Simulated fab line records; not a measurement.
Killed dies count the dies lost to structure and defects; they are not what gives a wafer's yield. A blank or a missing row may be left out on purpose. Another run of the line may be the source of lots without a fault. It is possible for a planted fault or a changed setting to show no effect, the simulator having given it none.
Problem report, 8D (eight disciplines) form, completed by code ; flow sky130 ; the parts of the form that need people (team, actions taken, sign-off) are left out

## 1. PROBLEM STATEMENT
heater power total W at SKY_VT_ADJUST_LVTN_SOFTBAKE_14 reads a mean of 57.56 W on 9 wafers of 3 lots; wafers without a fault read 56.59 W with a standard deviation of 0.045. That is +22 standard deviations from the usual mean.
The step: time 60 s.
First observed at day 9 13:52: wafer L275.3, on litho track-01. The record has a number at this step for 39 wafers belonging to 13 lots. By rule, "out" or "out of limits" means more than 4 standard deviations away from the usual mean. The other wafers with a number count as sound.

## 2. WHAT IT IS; WHAT IT IS NOT
question;is;is not
which readings at this step;heater power total W, run length s;resist line temp C
which lots;L275, L276, L277;L268, L271, L273, L280, L282, L283, L285, L286, L288, L289
which wafers of those lots;all that have a number;-
read on which tools;litho track-01;litho track-03, litho track-04
when;from day 9 13:52;"up to then (9 sound wafers); but 21 sound wafers of L280, L282, L283, L285, L286, L288, L289 came after"

## 3. WHAT RULES OUT EACH SUSPECT
Counting: a tool at a process step up to the reading stays a suspect if it ran every lot that is out and no sound lot after the first of them.
- litho track-01 at SKY_VT_ADJUST_LVTN_SOFTBAKE_14 (time 60 s): ruled out as a lasting fault. The sound lots L289 went through it after L275, its earliest lot that is out (day 9 13:52).
Left after counting: nothing in the record.

## 4. THE CAUSE (what the simulator had put in)
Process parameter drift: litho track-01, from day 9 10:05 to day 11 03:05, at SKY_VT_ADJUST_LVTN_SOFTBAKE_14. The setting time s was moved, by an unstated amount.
Counting ruled it out, wrongly.

## 5. THE EFFECT CHAIN, in route order
One row per reading whose mean, taken over the struck wafers that have a number, lies over 3 standard deviations from the usual. Only readings whose record carries a usual standard deviation are examined. hours: median over the lots of the time between each lot's start at the first step of this table that gives one and its start at this step. sigmas: the change, counted in usual standard deviations.
hours;step;reading;usual;on struck wafers;change;sigmas
0;SKY_VT_ADJUST_LVTN_SOFTBAKE_14;heater power total W;56.59 W;57.56;+0.97;+22
0;SKY_VT_ADJUST_LVTN_SOFTBAKE_14;run length s;89.23 s;86.41;-2.82;-12
The process steps in it:
- SKY_VT_ADJUST_LVTN_SOFTBAKE_14: time 60 s.
Later measuring or inspecting steps at which every struck wafer that the step has a row for has a number for every such reading, and none has moved that far: SKY_VT_ADJUST_HVTR_CD_MEAS_07.

## 6. WHAT WOULD HAVE CAUGHT IT SOONER
First out-of-limits reading in this record: day 9 13:52, which is 4 hours after fault onset at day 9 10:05.
